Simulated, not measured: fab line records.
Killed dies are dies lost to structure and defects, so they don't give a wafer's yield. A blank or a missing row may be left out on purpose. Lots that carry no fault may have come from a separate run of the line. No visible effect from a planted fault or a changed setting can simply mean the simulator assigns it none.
Matching of chambers    flow gf180mcu    GF_V1_ETCH_16 on rieDiel-03: 4 sister chambers
The step etches BARC in N2/H2. 8 wafers are shown with their chamber, then 7 later ones without.

WAFERS PAIRED WITH THEIR CHAMBERS
wafer   chamber  n2FlowSccm (sccm)  oesProductAu (a.u.)
L485.1  1        100.1              0.853
L486.3  1        100.0              0.864
L487.1  2        99.8               0.854
L488.1  0        99.5               0.856
L488.2  2        100.0              0.855
L488.3  3        100.1              0.859
L489.3  0        99.9               0.855
L489.4  3        99.7               0.855

WAFERS MISSING THEIR CHAMBER
wafer   n2FlowSccm (sccm)  oesProductAu (a.u.)
L489.6  100.1              0.860
L496.3  100.1              0.860
L496.4  100.1              0.858
L496.6  100.0              0.859
L506.3  100.0              0.850
L506.5  100.3              0.850
L506.6  100.0              0.862

WHICH CHAMBER EACH WENT THROUGH
wafer   from the rows above                in truth
L489.6  can't be placed: 1 or 3 or 2 or 0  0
L496.3  can't be placed: 1 or 3 or 2 or 0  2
L496.4  can't be placed: 1 or 3 or 2 or 0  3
L496.6  can't be placed: 1 or 3 or 2 or 0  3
L506.3  can't be placed: 2 or 3 or 0 or 1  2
L506.5  can't be placed: 2 or 1 or 3 or 0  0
L506.6  can't be placed: 1 or 3 or 2 or 0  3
Correctly placed: 0 of 7. These rows do not allow placing 7 (true chamber among the candidates in 7). Placed wrongly: 0.
How it was worked out, from the rows above alone: a wafer's distance from a chamber is the root of the sum, over the readings, of the square of ((its reading less the chamber's mean) divided by the reading's scatter). If the next closest chamber is less than 2 further off than the closest, the wafer can't be placed; otherwise it belongs to the closest. For every chamber, the mean is computed from those of its wafers that are shown. The scatter: take each reading less its chamber's mean, square it, sum over the shown wafers, divide by the number of wafers less the number of chambers, and take the root.
